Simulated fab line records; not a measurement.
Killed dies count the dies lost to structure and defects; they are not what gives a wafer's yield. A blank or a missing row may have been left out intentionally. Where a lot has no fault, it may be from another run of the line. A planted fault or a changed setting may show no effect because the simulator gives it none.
fab line records :: flow sky130
[record]
  lots = 6
  wafers = 18
  lastDay = 51
route steps=708 shown VT_ADJUST_PCH@148 SONOS_TUNNEL@154 PAD_OPEN@708
lots untouched by any fault: they come from a run of this same line in which no faults occurred
startH: the number of hours between the record's first day and the start of the first shown wafer of the lot :: waitH: hours since the lot's step before :: " identical to the entry in the row above :: L1.1+2: a row that stands for several wafers :: - either no value or no given start :: * or withheld: withheld :: < > ~ a bound
route shown NAME@n: a module of which the file shows steps, and the number in the route of the first :: usual: mean/standard deviation taken from wafers without a fault :: same: alike in all rows :: chamber/n: place in a boat :: sites: per-site readings :: _std_site: standard deviation of those values :: _edge_site: inner sites' mean taken away from outer sites' mean :: radiusMm: how far each site lies from the wafer's centre :: mask NAME#n: copy n :: behind: the last tool/chamber to shape the wafer :: hold: why the lot was held/for how many hours/how that ended :: device: the transistor (n, p or np) that didn't switch :: end of line: the route-end tests of the same wafers :: where a step has no rows: the recipe by itself :: killed: dies that structure and defects cost at the first sort, which is not the same as the wafer's yield :: map: per-die view of a wafer (x killed, . not killed, _ where there is no die)
set.NAME: setting as actually run; set.NAME@STEP: the setting as run at that earlier step :: model.NAME: the simulator's own value behind a step, which no gauge read
lots at selected steps of the route; one table per step, one row per wafer
services: from which hour (startH, from the record's first day; less than 0 if before it) a tool's chamber was out of use, for how many hours, and why
[[steps]]
[step SKY_VT_ADJUST_PCH_PEB_05]
[recipe]
  tempC = 115
  timeS = withheld
[step SKY_VT_ADJUST_PCH_DEVELOP_06]
[recipe]
  wallAngleDeg = 90
  developer = TMAH
  developTimeS = 60
  devTempC = 23
[step SKY_VT_ADJUST_PCH_OVL_MEAS_07]
[usual]
  VT_ADJUST_PCH_OVL = 1.1/1.2
lot.wafer: L747.1
tool: overlay-01
chamber: -
startH: 250.66
waitH: -
VT_ADJUST_PCH_OVL[nm]: 1.5

lot.wafer: L747.3
tool: overlay-01
chamber: -
startH: 250.66
waitH: -
VT_ADJUST_PCH_OVL[nm]: 2.4

lot.wafer: L747.6
tool: overlay-01
chamber: -
startH: 250.66
waitH: -
VT_ADJUST_PCH_OVL[nm]: 1.5

lot.wafer: L750.1
tool: overlay-02
chamber: -
startH: 271.97
waitH: -
VT_ADJUST_PCH_OVL[nm]: 3.2

lot.wafer: L750.4
tool: overlay-02
chamber: -
startH: 271.97
waitH: -
VT_ADJUST_PCH_OVL[nm]: 3.5

lot.wafer: L750.5
tool: overlay-02
chamber: -
startH: 271.97
waitH: -
VT_ADJUST_PCH_OVL[nm]: 4.4

lot.wafer: L754.1
tool: overlay-01
chamber: -
startH: 303.23
waitH: -
VT_ADJUST_PCH_OVL[nm]: -0.1

lot.wafer: L754.4
tool: overlay-01
chamber: -
startH: 303.23
waitH: -
VT_ADJUST_PCH_OVL[nm]: 0.9

lot.wafer: L754.5
tool: overlay-01
chamber: -
startH: 303.23
waitH: -
VT_ADJUST_PCH_OVL[nm]: 0.9

lot.wafer: L766.3
tool: overlay-02
chamber: -
startH: 398.41
waitH: -
VT_ADJUST_PCH_OVL[nm]: 0.5

lot.wafer: L766.4
tool: overlay-02
chamber: -
startH: 398.41
waitH: -
VT_ADJUST_PCH_OVL[nm]: 0.3

lot.wafer: L766.6
tool: overlay-02
chamber: -
startH: 398.41
waitH: -
VT_ADJUST_PCH_OVL[nm]: 0.3

lot.wafer: L767.3
tool: overlay-01
chamber: -
startH: 407.33
waitH: -
VT_ADJUST_PCH_OVL[nm]: 0.9

lot.wafer: L767.4
tool: overlay-01
chamber: -
startH: 407.33
waitH: -
VT_ADJUST_PCH_OVL[nm]: 1.9

lot.wafer: L767.5
tool: overlay-01
chamber: -
startH: 407.33
waitH: -
VT_ADJUST_PCH_OVL[nm]: 1.4

lot.wafer: L768.1
tool: overlay-02
chamber: -
startH: 416.13
waitH: -
VT_ADJUST_PCH_OVL[nm]: 1.7

lot.wafer: L768.4
tool: overlay-02
chamber: -
startH: 416.13
waitH: -
VT_ADJUST_PCH_OVL[nm]: 0.8

lot.wafer: L768.6
tool: overlay-02
chamber: -
startH: 416.13
waitH: -
VT_ADJUST_PCH_OVL[nm]: 2.6
[step SKY_VT_ADJUST_PCH_IMPLANT_08]
[recipe]
  species = B
  energyKev = 10
  doseCm2 = 5e+11
  tiltDeg = withheld
[step SKY_VT_ADJUST_PCH_STRIP_09]
[recipe]
  chemistry = O2/N2
  powerW = 1400
  pressureMtorr = 1500
  platenTempC = withheld
  o2FlowSccm = 3000
  n2FlowSccm = 300
  overashFraction = 0.5
[usual]
  drypumpMotorCurrentA = 5.6/0.41
  n2FlowSccm = 300.0/0.73
  oesProductAu = 0.723/0.0044
  stripTimeToEndpointS = 36.94/0.12
[same]
  overashFraction = 0.5
lot.wafer: L747.1
tool: plasmaAsher-02
chamber: 1
startH: 250.84
waitH: 0.1
drypumpMotorCurrentA: 5.0
n2FlowSccm: 300.8
oesProductAu: 0.722
rfHoursCounterH: 13
stripTimeToEndpointS: 37.02

lot.wafer: L747.3
tool: plasmaAsher-02
chamber: 1
startH: 250.84
waitH: 0.1
drypumpMotorCurrentA: 4.9
n2FlowSccm: 299.7
oesProductAu: 0.711
rfHoursCounterH: -
stripTimeToEndpointS: 36.90

lot.wafer: L747.6
tool: plasmaAsher-02
chamber: 1
startH: 250.84
waitH: 0.1
drypumpMotorCurrentA: 4.9
n2FlowSccm: 299.9
oesProductAu: 0.725
rfHoursCounterH: -
stripTimeToEndpointS: 36.80

lot.wafer: L750.1
tool: plasmaAsher-02
chamber: 1
startH: 272.16
waitH: 0.1
drypumpMotorCurrentA: 4.9
n2FlowSccm: 300.6
oesProductAu: 0.728
rfHoursCounterH: 15
stripTimeToEndpointS: 36.87

lot.wafer: L750.4
tool: plasmaAsher-02
chamber: 1
startH: 272.16
waitH: 0.1
drypumpMotorCurrentA: 4.9
n2FlowSccm: 300.2
oesProductAu: 0.729
rfHoursCounterH: -
stripTimeToEndpointS: 36.93

lot.wafer: L750.5
tool: plasmaAsher-02
chamber: 0
startH: 272.16
waitH: 0.1
drypumpMotorCurrentA: 6.0
n2FlowSccm: 300.2
oesProductAu: 0.718
rfHoursCounterH: -
stripTimeToEndpointS: 36.90

lot.wafer: L754.1
tool: plasmaAsher-03
chamber: 0
startH: 303.42
waitH: 0.1
drypumpMotorCurrentA: 5.5
n2FlowSccm: 301.7
oesProductAu: 0.725
rfHoursCounterH: 50
stripTimeToEndpointS: 37.06

lot.wafer: L754.4
tool: plasmaAsher-03
chamber: 0
startH: 303.42
waitH: 0.1
drypumpMotorCurrentA: 5.4
n2FlowSccm: 300.3
oesProductAu: 0.719
rfHoursCounterH: -
stripTimeToEndpointS: 37.09

lot.wafer: L754.5
tool: plasmaAsher-03
chamber: 0
startH: 303.42
waitH: 0.1
drypumpMotorCurrentA: 5.5
n2FlowSccm: 299.5
oesProductAu: 0.730
rfHoursCounterH: -
stripTimeToEndpointS: 37.03

lot.wafer: L766.3
tool: plasmaAsher-03
chamber: 0
startH: 398.66
waitH: 0.1
drypumpMotorCurrentA: 5.4
n2FlowSccm: 300.6
oesProductAu: 0.725
rfHoursCounterH: -
stripTimeToEndpointS: 36.97

lot.wafer: L766.4
tool: plasmaAsher-03
chamber: 1
startH: 398.66
waitH: 0.1
drypumpMotorCurrentA: 6.0
n2FlowSccm: 299.6
oesProductAu: 0.724
rfHoursCounterH: -
stripTimeToEndpointS: 36.94

lot.wafer: L766.6
tool: plasmaAsher-03
chamber: 1
startH: 398.66
waitH: 0.1
drypumpMotorCurrentA: 6.0
n2FlowSccm: 300.7
oesProductAu: 0.730
rfHoursCounterH: -
stripTimeToEndpointS: 36.90

lot.wafer: L767.3
tool: plasmaAsher-03
chamber: 1
startH: 407.54
waitH: 0.1
drypumpMotorCurrentA: 6.0
n2FlowSccm: 300.2
oesProductAu: 0.723
rfHoursCounterH: -
stripTimeToEndpointS: 37.27

lot.wafer: L767.4
tool: plasmaAsher-03
chamber: 0
startH: 407.54
waitH: 0.1
drypumpMotorCurrentA: 5.5
n2FlowSccm: 299.7
oesProductAu: 0.722
rfHoursCounterH: -
stripTimeToEndpointS: 37.19

lot.wafer: L767.5
tool: plasmaAsher-03
chamber: 1
startH: 407.54
waitH: 0.1
drypumpMotorCurrentA: 5.9
n2FlowSccm: 299.6
oesProductAu: 0.724
rfHoursCounterH: -
stripTimeToEndpointS: 37.15

lot.wafer: L768.1
tool: plasmaAsher-03
chamber: 0
startH: 416.32
waitH: 0.1
drypumpMotorCurrentA: 5.4
n2FlowSccm: 299.2
oesProductAu: 0.723
rfHoursCounterH: 61
stripTimeToEndpointS: 37.02

lot.wafer: L768.4
tool: plasmaAsher-03
chamber: 1
startH: 416.32
waitH: 0.1
drypumpMotorCurrentA: 5.9
n2FlowSccm: 300.7
oesProductAu: 0.717
rfHoursCounterH: -
stripTimeToEndpointS: 37.00

lot.wafer: L768.6
tool: plasmaAsher-03
chamber: 1
startH: 416.32
waitH: 0.1
drypumpMotorCurrentA: 6.0
n2FlowSccm: 300.1
oesProductAu: 0.724
rfHoursCounterH: -
stripTimeToEndpointS: 37.13
[step SKY_VT_ADJUST_PCH_TW_MEAS_10]
[usual]
  VT_ADJUST_PCH_TW = 143.7/1
lot.wafer: L747.1
tool: filmMetro-01
chamber: -
startH: 250.94
waitH: 0.1
VT_ADJUST_PCH_TW: 142.8

lot.wafer: L747.3
tool: filmMetro-01
chamber: -
startH: 250.94
waitH: 0.1
VT_ADJUST_PCH_TW: 142.5

lot.wafer: L747.6
tool: filmMetro-01
chamber: -
startH: 250.94
waitH: 0.1
VT_ADJUST_PCH_TW: 143.5

lot.wafer: L750.1
tool: filmMetro-03
chamber: -
startH: 272.26
waitH: 0.1
VT_ADJUST_PCH_TW: 143.9

lot.wafer: L750.4
tool: filmMetro-03
chamber: -
startH: 272.26
waitH: 0.1
VT_ADJUST_PCH_TW: 145.2

lot.wafer: L750.5
tool: filmMetro-03
chamber: -
startH: 272.26
waitH: 0.1
VT_ADJUST_PCH_TW: 144.6

lot.wafer: L754.1
tool: filmMetro-02
chamber: -
startH: 303.52
waitH: 0.1
VT_ADJUST_PCH_TW: 143.9

lot.wafer: L754.4
tool: filmMetro-02
chamber: -
startH: 303.52
waitH: 0.1
VT_ADJUST_PCH_TW: 143.4

lot.wafer: L754.5
tool: filmMetro-02
chamber: -
startH: 303.52
waitH: 0.1
VT_ADJUST_PCH_TW: 144.3

lot.wafer: L766.3
tool: filmMetro-03
chamber: -
startH: 398.74
waitH: 0.1
VT_ADJUST_PCH_TW: 145.4

lot.wafer: L766.4
tool: filmMetro-03
chamber: -
startH: 398.74
waitH: 0.1
VT_ADJUST_PCH_TW: 145.2

lot.wafer: L766.6
tool: filmMetro-03
chamber: -
startH: 398.74
waitH: 0.1
VT_ADJUST_PCH_TW: 146.0

lot.wafer: L767.3
tool: filmMetro-01
chamber: -
startH: 407.63
waitH: 0.1
VT_ADJUST_PCH_TW: 145.1

lot.wafer: L767.4
tool: filmMetro-01
chamber: -
startH: 407.63
waitH: 0.1
VT_ADJUST_PCH_TW: 143.0

lot.wafer: L767.5
tool: filmMetro-01
chamber: -
startH: 407.63
waitH: 0.1
VT_ADJUST_PCH_TW: 143.7

lot.wafer: L768.1
tool: filmMetro-02
chamber: -
startH: 416.42
waitH: 0.1
VT_ADJUST_PCH_TW: 142.9

lot.wafer: L768.4
tool: filmMetro-02
chamber: -
startH: 416.42
waitH: 0.1
VT_ADJUST_PCH_TW: 143.1

lot.wafer: L768.6
tool: filmMetro-02
chamber: -
startH: 416.42
waitH: 0.1
VT_ADJUST_PCH_TW: 142.8
[step SKY_SONOS_TUNNEL_DEHYDRATE_00]
[recipe]
  tempC = 200
  timeS = 60
[step SKY_SONOS_TUNNEL_HMDS_01]
[recipe]
  primeTimeS = 60
  primeTempC = 120
[step SKY_SONOS_TUNNEL_COAT_02]
[recipe]
  resist = NOVOLAK
  spinRpm = 3000
  resistThkNm = 1140
[step SKY_SONOS_TUNNEL_SOFTBAKE_03]
[recipe]
  tempC = 90
  timeS = 60
  resist = NOVOLAK
[step SKY_SONOS_TUNNEL_EXPOSE_04]
[recipe]
  maskId = TUNM
  na = 0.6
  sourceShape = conventional
  sigmaOuter = 0.6
  polarization = unpolarized
  targetCdNm = 410
  doseMj = 136
[step SKY_SONOS_TUNNEL_PEB_05]
[recipe]
  tempC = withheld
  timeS = *
  resist = NOVOLAK
[step SKY_SONOS_TUNNEL_DEVELOP_06]
[recipe]
  resist = NOVOLAK
  developer = TMAH
  developTimeS = 60
  devTempC = 23
[usual]
  developerTempC = 22.98/0.11
lot.wafer: L747.1
tool: lithoTrack-02
chamber: 0
startH: 273.93
waitH: 0.1
developerTempC: 22.92

lot.wafer: L747.3
tool: lithoTrack-02
chamber: 0
startH: 273.93
waitH: 0.1
developerTempC: 22.80

lot.wafer: L747.6
tool: lithoTrack-02
chamber: 0
startH: 273.93
waitH: 0.1
developerTempC: 22.73

lot.wafer: L750.1
tool: lithoTrack-03
chamber: 0
startH: 296.77
waitH: 0.1
developerTempC: 23.21

lot.wafer: L750.4
tool: lithoTrack-03
chamber: 0
startH: 296.77
waitH: 0.1
developerTempC: 23.07

lot.wafer: L750.5
tool: lithoTrack-03
chamber: 0
startH: 296.77
waitH: 0.1
developerTempC: 22.96

lot.wafer: L754.1
tool: lithoTrack-01
chamber: 0
startH: 329.91
waitH: 0.1
developerTempC: 23.16

lot.wafer: L754.4
tool: lithoTrack-01
chamber: 0
startH: 329.91
waitH: 0.1
developerTempC: 22.97

lot.wafer: L754.5
tool: lithoTrack-01
chamber: 0
startH: 329.91
waitH: 0.1
developerTempC: 22.94

lot.wafer: L766.3
tool: lithoTrack-03
chamber: 0
startH: 428.17
waitH: 0.1
developerTempC: 20.50

lot.wafer: L766.4
tool: lithoTrack-03
chamber: 0
startH: 428.17
waitH: 0.1
developerTempC: 20.53

lot.wafer: L766.6
tool: lithoTrack-03
chamber: 0
startH: 428.17
waitH: 0.1
developerTempC: 20.57

lot.wafer: L767.3
tool: lithoTrack-03
chamber: 0
startH: 437.67
waitH: 0.1
developerTempC: 20.67

lot.wafer: L767.4
tool: lithoTrack-03
chamber: 0
startH: 437.67
waitH: 0.1
developerTempC: 20.78

lot.wafer: L767.5
tool: lithoTrack-03
chamber: 0
startH: 437.67
waitH: 0.1
developerTempC: 20.86

lot.wafer: L768.1
tool: lithoTrack-02
chamber: 0
startH: 446.68
waitH: 0.1
developerTempC: 22.93

lot.wafer: L768.4
tool: lithoTrack-02
chamber: 0
startH: 446.68
waitH: 0.1
developerTempC: 22.85

lot.wafer: L768.6
tool: lithoTrack-02
chamber: 0
startH: 446.68
waitH: 0.1
developerTempC: 23.04
[step SKY_SONOS_TUNNEL_CD_MEAS_07]
[recipe]
  targetCdNm = 410
[usual]
  cdNm = 410.6/2.5
lot.wafer: L747.1
tool: cdSem-01
chamber: -
startH: 274.08
waitH: 0.1
cdNm: 409.4

lot.wafer: L747.3
tool: cdSem-01
chamber: -
startH: 274.08
waitH: 0.1
cdNm: 408.3

lot.wafer: L747.6
tool: cdSem-01
chamber: -
startH: 274.08
waitH: 0.1
cdNm: 409.9

lot.wafer: L750.1
tool: cdSem-02
chamber: -
startH: 296.92
waitH: 0.1
cdNm: 416.1

lot.wafer: L750.4
tool: cdSem-02
chamber: -
startH: 296.92
waitH: 0.1
cdNm: 415.9

lot.wafer: L750.5
tool: cdSem-02
chamber: -
startH: 296.92
waitH: 0.1
cdNm: 416.5

lot.wafer: L754.1
tool: cdSem-01
chamber: -
startH: 330.06
waitH: 0.1
cdNm: 406.1

lot.wafer: L754.4
tool: cdSem-01
chamber: -
startH: 330.06
waitH: 0.1
cdNm: 406.1

lot.wafer: L754.5
tool: cdSem-01
chamber: -
startH: 330.06
waitH: 0.1
cdNm: 407.3

lot.wafer: L766.3
tool: cdSem-02
chamber: -
startH: 428.31
waitH: 0.1
cdNm: 420.8

lot.wafer: L766.4
tool: cdSem-02
chamber: -
startH: 428.31
waitH: 0.1
cdNm: 420.3

lot.wafer: L766.6
tool: cdSem-02
chamber: -
startH: 428.31
waitH: 0.1
cdNm: 418.7

lot.wafer: L767.3
tool: cdSem-01
chamber: -
startH: 437.81
waitH: 0.1
cdNm: 413.7

lot.wafer: L767.4
tool: cdSem-01
chamber: -
startH: 437.81
waitH: 0.1
cdNm: 413.2

lot.wafer: L767.5
tool: cdSem-01
chamber: -
startH: 437.81
waitH: 0.1
cdNm: 415.9

lot.wafer: L768.1
tool: cdSem-01
chamber: -
startH: 446.83
waitH: 0.1
cdNm: 410.6

lot.wafer: L768.4
tool: cdSem-01
chamber: -
startH: 446.83
waitH: 0.1
cdNm: 409.9

lot.wafer: L768.6
tool: cdSem-01
chamber: -
startH: 446.83
waitH: 0.1
cdNm: 412.4
[step SKY_SONOS_TUNNEL_OVL_MEAS_08]
[usual]
  SONOS_TUNNEL_OVL = -0.2/1.5
lot.wafer: L747.1
tool: overlay-01
chamber: -
startH: 274.20
waitH: 0.1
SONOS_TUNNEL_OVL[nm]: -3.1

lot.wafer: L747.3
tool: overlay-01
chamber: -
startH: 274.20
waitH: 0.1
SONOS_TUNNEL_OVL[nm]: -1.4

lot.wafer: L747.6
tool: overlay-01
chamber: -
startH: 274.20
waitH: 0.1
SONOS_TUNNEL_OVL[nm]: -2.9

lot.wafer: L750.1
tool: overlay-02
chamber: -
startH: 297.04
waitH: 0.1
SONOS_TUNNEL_OVL[nm]: -1.4

lot.wafer: L750.4
tool: overlay-02
chamber: -
startH: 297.04
waitH: 0.1
SONOS_TUNNEL_OVL[nm]: -1.2

lot.wafer: L750.5
tool: overlay-02
chamber: -
startH: 297.04
waitH: 0.1
SONOS_TUNNEL_OVL[nm]: -0.7

lot.wafer: L754.1
tool: overlay-02
chamber: -
startH: 330.18
waitH: 0.1
SONOS_TUNNEL_OVL[nm]: -2.0

lot.wafer: L754.4
tool: overlay-02
chamber: -
startH: 330.18
waitH: 0.1
SONOS_TUNNEL_OVL[nm]: -0.9

lot.wafer: L754.5
tool: overlay-02
chamber: -
startH: 330.18
waitH: 0.1
SONOS_TUNNEL_OVL[nm]: -1.7

lot.wafer: L766.3
tool: overlay-02
chamber: -
startH: 428.40
waitH: 0.1
SONOS_TUNNEL_OVL[nm]: -1.9

lot.wafer: L766.4
tool: overlay-02
chamber: -
startH: 428.40
waitH: 0.1
SONOS_TUNNEL_OVL[nm]: -1.5

lot.wafer: L766.6
tool: overlay-02
chamber: -
startH: 428.40
waitH: 0.1
SONOS_TUNNEL_OVL[nm]: -2.0

lot.wafer: L767.3
tool: overlay-01
chamber: -
startH: 437.90
waitH: 0.1
SONOS_TUNNEL_OVL[nm]: -2.5

lot.wafer: L767.4
tool: overlay-01
chamber: -
startH: 437.90
waitH: 0.1
SONOS_TUNNEL_OVL[nm]: -1.2

lot.wafer: L767.5
tool: overlay-01
chamber: -
startH: 437.90
waitH: 0.1
SONOS_TUNNEL_OVL[nm]: -0.9

lot.wafer: L768.1
tool: overlay-02
chamber: -
startH: 446.95
waitH: 0.1
SONOS_TUNNEL_OVL[nm]: 2.4

lot.wafer: L768.4
tool: overlay-02
chamber: -
startH: 446.95
waitH: 0.1
SONOS_TUNNEL_OVL[nm]: 0.0

lot.wafer: L768.6
tool: overlay-02
chamber: -
startH: 446.95
waitH: 0.1
SONOS_TUNNEL_OVL[nm]: 2.9
[step SKY_PAD_OPEN_PROBE_99]
[usual]
  killed_at_M0_to_M3 = 44/6.9
  killed_at_M4_up = 3.1/1.7
  killedAtContacts = 25/5.6
  killedAtFrontEnd = 14/4.3
  killedAtOther = 0.3/0.51
  killedDies = 86/9.8
  killedOnRim = 17/3.8
  killedOpen = 47/6.5
  killedShort = 39/6.6
[same]
  grossDies = 492
  killedAtBackSide = 0
lot.wafer: L750.1
tool: prober-01
chamber: -
startH: 1125.07
waitH: 0.1
killed_at_M0_to_M3: 38
killed_at_M4_up: 1
killedAtContacts: 16
killedAtFrontEnd: 18
killedAtOther: 0
killedDies: 73
killedOnRim: 10
killedOpen: 41
killedShort: 32

lot.wafer: L750.4
tool: prober-01
chamber: -
startH: 1125.22
waitH: 0.2
killed_at_M0_to_M3: 46
killed_at_M4_up: 3
killedAtContacts: 29
killedAtFrontEnd: 10
killedAtOther: 2
killedDies: 90
killedOnRim: 17
killedOpen: 49
killedShort: 41

lot.wafer: L750.5
tool: prober-01
chamber: -
startH: 1125.27
waitH: 0.2
killed_at_M0_to_M3: 55
killed_at_M4_up: 3
killedAtContacts: 23
killedAtFrontEnd: 7
killedAtOther: 1
killedDies: 89
killedOnRim: 19
killedOpen: 55
killedShort: 34

lot.wafer: L754.1
tool: prober-01
chamber: -
startH: 1147.64
waitH: 0.1
killed_at_M0_to_M3: 44
killed_at_M4_up: 3
killedAtContacts: 21
killedAtFrontEnd: 10
killedAtOther: 0
killedDies: 78
killedOnRim: 11
killedOpen: 39
killedShort: 39

lot.wafer: L754.4
tool: prober-01
chamber: -
startH: 1147.79
waitH: 0.2
killed_at_M0_to_M3: 43
killed_at_M4_up: 2
killedAtContacts: 19
killedAtFrontEnd: 12
killedAtOther: 0
killedDies: 76
killedOnRim: 16
killedOpen: 46
killedShort: 30

lot.wafer: L754.5
tool: prober-01
chamber: -
startH: 1147.84
waitH: 0.2
killed_at_M0_to_M3: 44
killed_at_M4_up: 0
killedAtContacts: 28
killedAtFrontEnd: 14
killedAtOther: 1
killedDies: 87
killedOnRim: 12
killedOpen: 50
killedShort: 37

lot.wafer: L767.3
tool: prober-01
chamber: -
startH: 1210.04
waitH: 0.2
killed_at_M0_to_M3: 48
killed_at_M4_up: 0
killedAtContacts: 28
killedAtFrontEnd: 12
killedAtOther: 0
killedDies: 88
killedOnRim: 15
killedOpen: 53
killedShort: 35

lot.wafer: L767.4
tool: prober-01
chamber: -
startH: 1210.09
waitH: 0.2
killed_at_M0_to_M3: 34
killed_at_M4_up: 4
killedAtContacts: 23
killedAtFrontEnd: 19
killedAtOther: 0
killedDies: 80
killedOnRim: 15
killedOpen: 45
killedShort: 35

lot.wafer: L767.5
tool: prober-01
chamber: -
startH: 1210.14
waitH: 0.2
killed_at_M0_to_M3: 52
killed_at_M4_up: 2
killedAtContacts: 22
killedAtFrontEnd: 7
killedAtOther: 1
killedDies: 84
killedOnRim: 17
killedOpen: 54
killedShort: 30

lot.wafer: L768.1
tool: prober-02
chamber: -
startH: 1214.53
waitH: 0.1
killed_at_M0_to_M3: 51
killed_at_M4_up: 3
killedAtContacts: 31
killedAtFrontEnd: 20
killedAtOther: 0
killedDies: 105
killedOnRim: 20
killedOpen: 56
killedShort: 49

lot.wafer: L768.4
tool: prober-02
chamber: -
startH: 1214.68
waitH: 0.2
killed_at_M0_to_M3: 47
killed_at_M4_up: 4
killedAtContacts: 47
killedAtFrontEnd: 15
killedAtOther: 0
killedDies: 113
killedOnRim: 26
killedOpen: 64
killedShort: 49

lot.wafer: L768.6
tool: prober-02
chamber: -
startH: 1214.78
waitH: 0.2
killed_at_M0_to_M3: 45
killed_at_M4_up: 1
killedAtContacts: 26
killedAtFrontEnd: 12
killedAtOther: 1
killedDies: 85
killedOnRim: 17
killedOpen: 46
killedShort: 39
// killed by level:class
L750.1 VIA2:geometricParticle:open=10 VIA1:geometricParticle:open=7 CONTACT:geometricParticle:open=6 LOCAL_INTERCONNECT:geometricParticle:short=5 METAL2:geometricParticle:short=5 FIELD_ISO:geometricParticle:open=4 FIELD_ISO:geometricParticle:short=4 POLY_GATE:geometricParticle:short=4
L750.4 LI_CONTACT:geometricParticle:open=11 VIA1:geometricParticle:open=11 CONTACT:geometricParticle:open=7 VIA2:geometricParticle:open=6 METAL2:geometricParticle:short=5 LOCAL_INTERCONNECT:geometricParticle:short=4 VIA1:geometricParticle:short=4 VIA2:geometricParticle:short=4
L750.5 VIA1:geometricParticle:open=11 VIA2:geometricParticle:open=8 VIA3:geometricParticle:open=8 LI_CONTACT:geometricParticle:open=7 METAL2:geometricParticle:short=6 VIA1:geometricParticle:short=6 CONTACT:geometricParticle:open=6 METAL1:geometricParticle:short=5
L754.1 VIA1:geometricParticle:open=13 METAL1:geometricParticle:short=7 LOCAL_INTERCONNECT:geometricParticle:short=5 CONTACT:geometricParticle:open=5 CONTACT:geometricParticle:short=5 VIA2:geometricParticle:open=5 METAL3:geometricParticle:short=4 VIA3:geometricParticle:open=4
L754.4 VIA3:geometricParticle:open=10 VIA1:geometricParticle:open=9 LI_CONTACT:geometricParticle:open=8 METAL2:geometricParticle:short=6 CONTACT:geometricParticle:open=5 VIA1:geometricParticle:short=4 METAL1:geometricParticle:short=3 METAL2:geometricParticle:open=3
L754.5 CONTACT:geometricParticle:open=13 VIA1:geometricParticle:short=9 VIA1:geometricParticle:open=9 LI_CONTACT:geometricParticle:open=7 VIA3:geometricParticle:open=6 POLY_GATE:geometricParticle:short=5 POLY_GATE:geometricParticle:open=5 VIA2:geometricParticle:open=4
L767.3 CONTACT:geometricParticle:open=13 VIA1:geometricParticle:open=13 LI_CONTACT:geometricParticle:open=9 METAL1:geometricParticle:short=7 VIA1:geometricParticle:short=6 VIA3:geometricParticle:open=6 LOCAL_INTERCONNECT:geometricParticle:short=4 VIA2:geometricParticle:open=4
L767.4 CONTACT:geometricParticle:open=10 VIA1:geometricParticle:open=6 METAL1:geometricParticle:short=6 VIA1:geometricParticle:short=6 VIA2:geometricParticle:open=6 FIELD_ISO:geometricParticle:short=5 LI_CONTACT:geometricParticle:open=5 POLY_GATE:geometricParticle:short=4
L767.5 VIA1:geometricParticle:open=14 VIA3:geometricParticle:open=10 LI_CONTACT:geometricParticle:open=9 VIA2:geometricParticle:open=8 CONTACT:geometricParticle:open=5 METAL1:geometricParticle:short=5 VIA1:geometricParticle:short=5 FIELD_ISO:geometricParticle:short=4
L768.1 VIA3:geometricParticle:open=15 CONTACT:geometricParticle:open=9 METAL1:geometricParticle:short=8 LI_CONTACT:geometricParticle:open=8 FIELD_ISO:geometricParticle:short=7 CONTACT:geometricParticle:short=7 VIA1:geometricParticle:open=7 METAL2:geometricParticle:short=5
L768.4 VIA1:geometricParticle:open=15 CONTACT:geometricParticle:open=14 LOCAL_INTERCONNECT:geometricParticle:short=11 LI_CONTACT:geometricParticle:open=10 FIELD_ISO:geometricParticle:open=8 VIA3:geometricParticle:open=8 CONTACT:geometricParticle:short=6 LI_CONTACT:geometricParticle:short=5
L768.6 METAL1:geometricParticle:short=12 LI_CONTACT:geometricParticle:open=11 VIA1:geometricParticle:open=10 CONTACT:geometricParticle:open=8 VIA3:geometricParticle:open=8 FIELD_ISO:geometricParticle:short=7 CONTACT:geometricParticle:short=5 FIELD_ISO:geometricParticle:open=4
[[services]]
tool: plasmaAsher-03
chamber: -
startH: 257.08
hours: 2.8
kind: pm

tool: plasmaAsher-02
chamber: -
startH: 273.06
hours: 3.0
kind: repair

tool: plasmaAsher-02
chamber: -
startH: 325.00
hours: 4.0
kind: repair

tool: plasmaAsher-02
chamber: -
startH: 410.74
hours: 14.6
kind: pm

tool: plasmaAsher-02
chamber: -
startH: 433.39
hours: 2.1
kind: repair

tool: plasmaAsher-02
chamber: -
startH: 436.63
hours: 2.0
kind: repair
[[key]]
[firstSign]
  step = SKY_SONOS_TUNNEL_DEVELOP_06
  reading = developerTempC
  direction = down
  sigmas = 21
  usual = *
  struck = *
[effect]
  step = SKY_SONOS_TUNNEL_CD_MEAS_07
  reading = cdNm
  direction = up
  sigmas = 2.6
  usual = 410.6
  struck = 417.1
metAt SKY_SONOS_TUNNEL_DEVELOP_06
struckWafers L766.3,L766.4,L766.6,L767.3,L767.4,L767.5
testerLeftOut L766,L767
onsetBetween 296.77 428.17
[fault]
  kind = processParameterDrift
  tool = lithoTrack-03
  chamber = -
  onsetH = 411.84
  steps = SKY_SONOS_TUNNEL_DEVELOP_06
  channel = devTempC
  offset = *
  shape = step
  endH = 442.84
  actsIn = *
  stated = *
// testerLeftOut: of these lots the tester's yield and bins aren't shown, on N5 and GAA mostly nor the transistor test; their killed dies are dies lost to structure and defects alone, not to doping, threshold or leakage, so they don't give the yield
